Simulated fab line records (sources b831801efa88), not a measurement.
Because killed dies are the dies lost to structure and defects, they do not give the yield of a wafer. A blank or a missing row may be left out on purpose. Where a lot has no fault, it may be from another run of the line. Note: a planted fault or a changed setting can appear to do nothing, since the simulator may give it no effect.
Which tool was responsible? :: flow gf180mcu :: 33 wafers from 11 lots sampled at 5 of the route's 602 steps

## WHAT EACH GAUGE READ, for each wafer
GF_MIM_THK_MEAS_11: measures by xrf.
lot: L745
measured: day 24 09:08
on: film_metro-02
MIM_ALCU_THK (nm): 197.8 197.2 201.6

lot: L749
measured: day 26 00:41
on: film_metro-03
MIM_ALCU_THK (nm): 200.0 200.3 198.2

lot: L754
measured: day 27 15:37
on: film_metro-03
MIM_ALCU_THK (nm): 207.2 200.3 200.8

lot: L755
measured: day 27 22:12
on: film_metro-03
MIM_ALCU_THK (nm): 191.7 192.0 200.8

lot: L758
measured: day 28 18:25
on: film_metro-03
MIM_ALCU_THK (nm): 200.2 202.8 198.3

lot: L761
measured: day 29 16:16
on: film_metro-03
MIM_ALCU_THK (nm): 199.9 199.9 199.4

lot: L762
measured: day 29 21:43
on: film_metro-02
MIM_ALCU_THK (nm): 201.8 197.8 202.9

lot: L763
measured: day 29 23:32
on: film_metro-02
MIM_ALCU_THK (nm): 200.8 199.7 196.4

lot: L764
measured: day 30 10:35
on: film_metro-02
MIM_ALCU_THK (nm): 203.1 202.2 202.9

lot: L765
measured: day 30 20:24
on: film_metro-01
MIM_ALCU_THK (nm): 201.8 203.6 203.5

lot: L768
measured: day 31 07:56
on: film_metro-03
MIM_ALCU_THK (nm): 201.0 199.5 202.8

## EACH LOT AND THE TOOL THAT RAN IT (in order: tool; ch and the chambers of the sampled wafers; start)
lot: L745
GF_V4_SPUTTER_21: pvd_sputter-04, day 24 07:52
GF_V4_CMP_26: cmp-01 ch 0,1,2, day 24 08:23
GF_MIM_CVD_05: pecvd-03 ch 0,1,2, day 24 08:48
GF_MIM_SPUTTER_09: pvd_sputter-04, day 24 08:58

lot: L749
GF_V4_SPUTTER_21: pvd_sputter-03, day 25 20:32
GF_V4_CMP_26: cmp-01 ch 0,2,3, day 25 23:52
GF_MIM_CVD_05: pecvd-02 ch 0,1,2, day 26 00:23
GF_MIM_SPUTTER_09: pvd_sputter-02, day 26 00:32

lot: L754
GF_V4_SPUTTER_21: pvd_sputter-03, day 27 14:22
GF_V4_CMP_26: cmp-01 ch 0,2,3, day 27 14:46
GF_MIM_CVD_05: pecvd-02 ch 1,2, day 27 15:18
GF_MIM_SPUTTER_09: pvd_sputter-04, day 27 15:28

lot: L755
GF_V4_SPUTTER_21: pvd_sputter-04, day 27 20:58
GF_V4_CMP_26: cmp-02 ch 2,3, day 27 21:21
GF_MIM_CVD_05: pecvd-03 ch 0,2, day 27 21:53
GF_MIM_SPUTTER_09: pvd_sputter-02, day 27 22:03

lot: L758
GF_V4_SPUTTER_21: pvd_sputter-04, day 28 17:08
GF_V4_CMP_26: cmp-01 ch 0,2, day 28 17:32
GF_MIM_CVD_05: pecvd-01 ch 0,1,2, day 28 18:04
GF_MIM_SPUTTER_09: pvd_sputter-04, day 28 18:14

lot: L761
GF_V4_SPUTTER_21: pvd_sputter-03, day 29 14:51
GF_V4_CMP_26: cmp-02 ch 2,3, day 29 15:26
GF_MIM_CVD_05: pecvd-01 ch 0,1,2, day 29 15:58
GF_MIM_SPUTTER_09: pvd_sputter-01, day 29 16:07

lot: L762
GF_V4_SPUTTER_21: pvd_sputter-03, day 29 20:23
GF_V4_CMP_26: cmp-01 ch 2,3, day 29 20:53
GF_MIM_CVD_05: pecvd-03 ch 0,1,2, day 29 21:25
GF_MIM_SPUTTER_09: pvd_sputter-04, day 29 21:34

lot: L763
GF_V4_SPUTTER_21: pvd_sputter-01, day 29 22:18
GF_V4_CMP_26: cmp-02 ch 0,1,3, day 29 22:47
GF_MIM_CVD_05: pecvd-01 ch 0,2, day 29 23:13
GF_MIM_SPUTTER_09: pvd_sputter-01, day 29 23:22

lot: L764
GF_V4_SPUTTER_21: pvd_sputter-01, day 30 09:21
GF_V4_CMP_26: cmp-02 ch 0,1,3, day 30 09:45
GF_MIM_CVD_05: pecvd-03 ch 0,1, day 30 10:16
GF_MIM_SPUTTER_09: pvd_sputter-01, day 30 10:26

lot: L765
GF_V4_SPUTTER_21: pvd_sputter-04, day 30 19:10
GF_V4_CMP_26: cmp-01 ch 0,2, day 30 19:34
GF_MIM_CVD_05: pecvd-01 ch 0,1,2, day 30 20:05
GF_MIM_SPUTTER_09: pvd_sputter-04, day 30 20:14

lot: L768
GF_V4_SPUTTER_21: pvd_sputter-03, day 31 06:42
GF_V4_CMP_26: cmp-01 ch 0,3, day 31 07:09
GF_MIM_CVD_05: pecvd-03 ch 0,1,2, day 31 07:37
GF_MIM_SPUTTER_09: pvd_sputter-01, day 31 07:47
- GF_V4_SPUTTER_21: material Ti, target thk 15 nm, time 80.02 s.
- GF_V4_CMP_26: polishes, stops on SiO2, t overpolish 15 s, target thk 0 nm.
- GF_MIM_CVD_05: deposits Si3N4, target thk 42 nm, time 29.086 s.
- GF_MIM_SPUTTER_09: material TiN, target thk 35 nm, time 29.2 s.

## THE ANSWER, worked out from the rows above alone
Rule: what is usual is taken from the lots themselves. The widest of any qualifying gaps counts: lots, ordered by their means at a reading, are off when they make up no more than a third of the lots, leave a main group of 4 or more, and stand apart from it by 3 or more times the standard deviation of that group's means. If all means in a main group match to the digits the tables above print for the reading, that group is not used. Also off: a lot with no number at a reading for which 4 or more lots have one. All remaining lots with rows at the step are treated as sound.
No lot is off at any reading shown: from this, nothing can be told.

## WHAT THE SIMULATOR HAD INSERTED
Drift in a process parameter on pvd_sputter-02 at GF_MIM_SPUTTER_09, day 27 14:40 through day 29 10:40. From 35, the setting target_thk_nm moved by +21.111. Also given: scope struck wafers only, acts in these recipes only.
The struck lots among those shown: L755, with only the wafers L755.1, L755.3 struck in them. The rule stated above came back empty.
